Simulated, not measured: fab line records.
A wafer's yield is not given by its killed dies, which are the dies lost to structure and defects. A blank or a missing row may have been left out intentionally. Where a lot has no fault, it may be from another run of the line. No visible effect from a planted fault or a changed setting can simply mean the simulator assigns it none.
Comparing a struck lot with a sound one	flow gf180mcu	16 steps out of a route of 602
Sound: these wafers, L847.2, L847.3, L847.4. Struck: wafers L854.2, L854.4. (L854.6 of the same lot was not struck and is left out.) The cause comes at the end.
At each step with rows: each side's tool, then ch and its chambers, then its first start. Under that, the readings that differ: sound wafers	struck wafers	difference of the means	sigmas: that difference in standard deviations of wafers without a fault.
alike: words and numbers the same on both sides, and readings whose means are apart by under 2 such deviations; not compared: readings that were withheld, readings missing a value for some wafer, numbers with overlapping values and no deviation given by the record, and bounds like >300 which may hide the same value.
A row with sigmas, a row that says differs or no value, or rows on one side alone: a step with any of these is where the two part. When numbers do not overlap yet have no deviation, they are printed without sigmas and do not part them. A reading missing from all wafers of one side parts the sides only when that side holds two or more wafers.

GF_TOP_METAL_SPUTTER_01: material TiN, target thk 30 nm, time 25 s.
  sound: pvdSputter-04 at day 30 06:15; struck: pvdSputter-03 at day 32 15:35
  alike: chamberPressurePa, throttleValvePct
GF_TOP_METAL_SPUTTER_02: material AlCu, target thk 900 nm, time 47.82 s.
  sound: pvdSputter-04 at day 30 06:17; struck: pvdSputter-03 at day 32 15:37
  alike: chamberPressurePa, substrateTempC, throttleValvePct
GF_TOP_METAL_SPUTTER_03: material Ti, target thk 5 nm, time 3.3 s.
  sound: pvdSputter-04 at day 30 06:19; struck: pvdSputter-03 at day 32 15:40
  alike: chamberPressurePa, substrateTempC, throttleValvePct
GF_TOP_METAL_SPUTTER_04: material TiN, target thk 25 nm, time 20.8 s.
  sound: pvdSputter-04 at day 30 06:20; struck: pvdSputter-03 at day 32 15:41
  alike: chamberPressurePa, throttleValvePct
GF_TOP_METAL_RS_MEAS_05: the measuring method here is four-point-probe.
  sound: filmMetro-04 at day 30 06:23; struck: filmMetro-04 at day 32 15:43
  alike: TOP_METAL_ALCU_RS
GF_TOP_METAL_THK_MEAS_06: measures by xrf.
  sound: filmMetro-04 at day 30 06:30; struck: filmMetro-04 at day 32 15:50
  alike: TOP_METAL_ALCU_THK
then, 6 steps without rows for these wafers: GF_TOP_METAL_DEHYDRATE_07 (time 60 s); GF_TOP_METAL_HMDS_08 (prime time 60 s); GF_TOP_METAL_COAT_09 (resist thk 1500 nm); GF_TOP_METAL_SOFTBAKE_10 (time 60 s); GF_TOP_METAL_EXPOSE_11 (exposes mask MetalTop, target cd 440 nm); GF_TOP_METAL_PEB_12.
GF_TOP_METAL_DEVELOP_13: develop time 60 s.
  sound on lithoTrack-01 ch 0, day 30 23:49; struck on lithoTrack-04 ch 0, day 33 07:26
GF_TOP_METAL_CD_MEAS_14: target cd 440 nm.
  sound: cdSem-02 at day 30 23:58; struck: cdSem-01 at day 33 07:35
reading	sound	struck	difference	sigmas
cdNm (nm)	439.9 439.1 439.7	447.0 448.0	+7.9	+4
GF_TOP_METAL_OVL_MEAS_15:
  sound: overlay-01 at day 31 00:04; struck: overlay-02 at day 33 07:41
  alike: TOP_METAL_OVL
GF_PASSIVATION_PROBE_99:
  only the struck wafers here have rows in the record (prober-02, day 34 02:14); the sound ones have none

WHERE THEY PART
At GF_TOP_METAL_CD_MEAS_14 first; at GF_PASSIVATION_PROBE_99 last (within this record only).

WHY: the cause the simulator had injected
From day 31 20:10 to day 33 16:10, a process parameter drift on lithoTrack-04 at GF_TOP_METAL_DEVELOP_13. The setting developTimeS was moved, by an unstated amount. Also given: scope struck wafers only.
